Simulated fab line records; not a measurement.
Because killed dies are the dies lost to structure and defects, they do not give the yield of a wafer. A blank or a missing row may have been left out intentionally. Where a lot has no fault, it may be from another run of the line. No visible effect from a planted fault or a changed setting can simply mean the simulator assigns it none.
A lot that was struck, set against a sound lot -- flow sfq line -- 37 out of 325 route steps
Sound: these wafers, L391.2, L391.3, L391.5. Wafers L403.4, L403.5 were the ones struck. The cause comes at the end.
At each step with rows: each side's tool, then ch and its chambers, then its first start. Under that, the readings that differ: sound wafers -- struck wafers -- difference of the means -- sigmas: that difference in standard deviations of wafers without a fault.
alike: same words and numbers on both sides, and readings whose means sit less than 2 such deviations apart. not compared: any withheld reading, any reading some wafer has no value for, any bound like >300 that may hide the same value, and any number with overlapping values for which the record gives no deviation.
The two part at a step that has a row with sigmas, a row that says differs or no value, or rows on one side only. Non-overlapping numbers with no deviation appear without sigmas and do not part them. Lack of a reading on every wafer of one side parts them only where that side has two or more wafers.

SFQ_R5_THK_MEAS_934: measures by xrf.
  struck on film metro-04, day 74 10:09; sound on film metro-01, day 60 23:47
  alike: R5_MONX_THK
then, 6 steps without rows for these wafers: SFQ_TRILAYER_R5_LITHO_COAT_141 (resist thk 62 nm); SFQ_TRILAYER_R5_LITHO_COAT_136 (resist thk 600 nm); SFQ_TRILAYER_R5_LITHO_SOFTBAKE_140; SFQ_TRILAYER_R5_LITHO_EXPOSE_137 (exposes mask R5, target cd 500 nm); SFQ_TRILAYER_R5_LITHO_PEB_139 (peb time 60 s); SFQ_TRILAYER_R5_LITHO_DEVELOP_138 (time 60 s).
SFQ_R5_OVL_MEAS_935:
  struck on overlay-02, day 75 01:52; sound on overlay-01, day 65 01:24
  alike: R5_OVL
then, 1 step without rows for these wafers: SFQ_TRILAYER_R5_BARC_OPEN_METAL_ETCH_177 (etches BARC in O2, target depth 125 nm, time 41.7 s).
SFQ_TRILAYER_R5_ETCH_METAL_ETCH_139: etches the open film in Cl2, stops on SiO2, target depth 60 nm, time 40 s.
  sound on rie metal-03 ch 0,1, day 65 01:29; struck on rie metal-03 ch 0, day 75 01:58
  alike: drypump motor current A, oes product au, rf fwd power W
  not compared: rf hours counter h
SFQ_TRILAYER_R5_STRIP_STRIP_140: strips in O2.
  sound on rie metal-03 ch 0,1, day 65 01:33; struck on rie metal-03 ch 0, day 75 02:13
  alike: drypump motor current A, oes product au
  not compared: rf hours counter h
then, 1 step without rows for these wafers: SFQ_TRILAYER_R5_STRIP_SOLV_CLEAN_141 (cleans in NMP, time 600 s).
SFQ_TRILAYER_A5C_DEP_PECVD_142: deposits SiO2 from SiH4/N2O, time 15.556 s, target thk 70 nm.
  sound on pecvd-03 ch 0,2, day 65 02:19; struck on pecvd-03 ch 0,2, day 75 02:47
reading,sound,struck,difference,sigmas
model.SiO2_of_TRILAYER_A5C_DEP_PECVD_142.thk nm (nm),68.32 69.41 69.36,99.07 98.73,+29.87,
  alike: heater power w, rf fwd power W, throttle valve pct
  not compared: since wet clean h
then, 6 steps without rows for these wafers: SFQ_TRILAYER_I5_LITHO_COAT_149 (resist thk 62 nm); SFQ_TRILAYER_I5_LITHO_COAT_144 (resist thk 650 nm); SFQ_TRILAYER_I5_LITHO_SOFTBAKE_148; SFQ_TRILAYER_I5_LITHO_EXPOSE_145 (exposes mask I5, target cd 700 nm); SFQ_TRILAYER_I5_LITHO_PEB_147 (peb time 60 s); SFQ_TRILAYER_I5_LITHO_DEVELOP_146 (time 60 s).
-- the record jumps here: 4 days lie between the struck wafers' starts before and after --
SFQ_I5_OVL_MEAS_936:
  struck on overlay-02, day 78 18:10; sound on overlay-02, day 69 15:49
reading,sound,struck,difference,sigmas
I5_OVL (nm),8 3 -6,-8 -13,-12,-2
then, 2 steps without rows for these wafers: SFQ_TRILAYER_I5_BARC_OPEN_VIA_ETCH_200 (etches BARC in O2, target depth 125 nm, time 41.7 s); SFQ_TRILAYER_I5_ETCH_VIA_ETCH_147 (etches the open film in CHF3, stops on Nb, target depth 360 nm).
SFQ_TRILAYER_I5_STRIP_STRIP_148: strips in O2.
  sound on rie metal-04 ch 0, day 69 16:02; struck on rie metal-01 ch 0,1, day 78 18:34
  alike: drypump motor current A, oes product au
  not compared: rf hours counter h
then, 7 steps without rows for these wafers: SFQ_TRILAYER_I5_STRIP_SOLV_CLEAN_149 (cleans in NMP, time 600 s); SFQ_TRILAYER_C5_LITHO_COAT_156 (resist thk 62 nm); SFQ_TRILAYER_C5_LITHO_COAT_151 (resist thk 650 nm); SFQ_TRILAYER_C5_LITHO_SOFTBAKE_155; SFQ_TRILAYER_C5_LITHO_EXPOSE_152 (exposes mask C5, target cd 500 nm); SFQ_TRILAYER_C5_LITHO_PEB_154 (peb time 60 s); SFQ_TRILAYER_C5_LITHO_DEVELOP_153 (time 60 s).
SFQ_C5_OVL_MEAS_937:
  struck on overlay-01, day 78 21:26; sound on overlay-01, day 69 19:05
reading,sound,struck,difference,sigmas
C5_OVL (nm),-9 -13 -7,1 3,+12,+2
SFQ_TRILAYER_C5_BARC_OPEN_VIA_ETCH_210: etches BARC in O2, target depth 125 nm, time 41.7 s.
  sound on rie diel-02 ch 0,1,3, day 69 19:07; struck on rie diel-03 ch 0,3, day 78 21:27
  alike: drypump motor current A, oes product au, rf fwd power W
  not compared: rf hours counter h
SFQ_TRILAYER_C5_ETCH_VIA_ETCH_154: etches SiO2 in CHF3, stops on Nb, target depth 84 nm.
  sound on rie diel-02 ch 0,1,3, day 69 19:10; struck on rie diel-03 ch 0,3, day 78 21:29
reading,sound,struck,difference,sigmas
oes product au (a.u.),0.884 0.893 0.894,0.985 1.005,+0.105,+14
model.C5.feature depth nm (nm),68.32 69.41 69.36,81.44 84.32,+13.85,
model.etch.depth nm (nm),68.32 69.41 69.36,81.44 84.32,+13.85,
  alike: drypump motor current A, rf fwd power W
SFQ_TRILAYER_C5_STRIP_STRIP_155: strips in O2.
  sound on rie metal-02 ch 0, day 69 19:12; struck on rie metal-03 ch 0,1, day 78 21:44
  alike: drypump motor current A, oes product au
  not compared: rf hours counter h
then, 1 step without rows for these wafers: SFQ_TRILAYER_C5_STRIP_SOLV_CLEAN_156 (cleans in NMP, time 600 s).
SFQ_TRILAYER_M6_DEP_PRE_CLEAN_158: time 22.5 s.
  struck on pvd sputter-03, day 78 22:19; sound on pvd sputter-05, day 69 19:59
reading,sound,struck,difference,sigmas
model.SiO2_of_TRILAYER_A5C_DEP_PECVD_142.thk nm (nm),60.82 61.91 61.87,91.57 91.23,+29.87,
then, 1 step without rows for these wafers: SFQ_TRILAYER_M6_DEP_SPUTTER_157 (material Nb, target thk 200 nm, time 133.3 s).

== WHERE THEY PART ==
First at SFQ_I5_OVL_MEAS_936; last, within this record, at SFQ_TRILAYER_C5_ETCH_VIA_ETCH_154. Later steps at which nothing parts them and some readings are alike: SFQ_TRILAYER_C5_STRIP_STRIP_155.

WHY: what the simulator had put in
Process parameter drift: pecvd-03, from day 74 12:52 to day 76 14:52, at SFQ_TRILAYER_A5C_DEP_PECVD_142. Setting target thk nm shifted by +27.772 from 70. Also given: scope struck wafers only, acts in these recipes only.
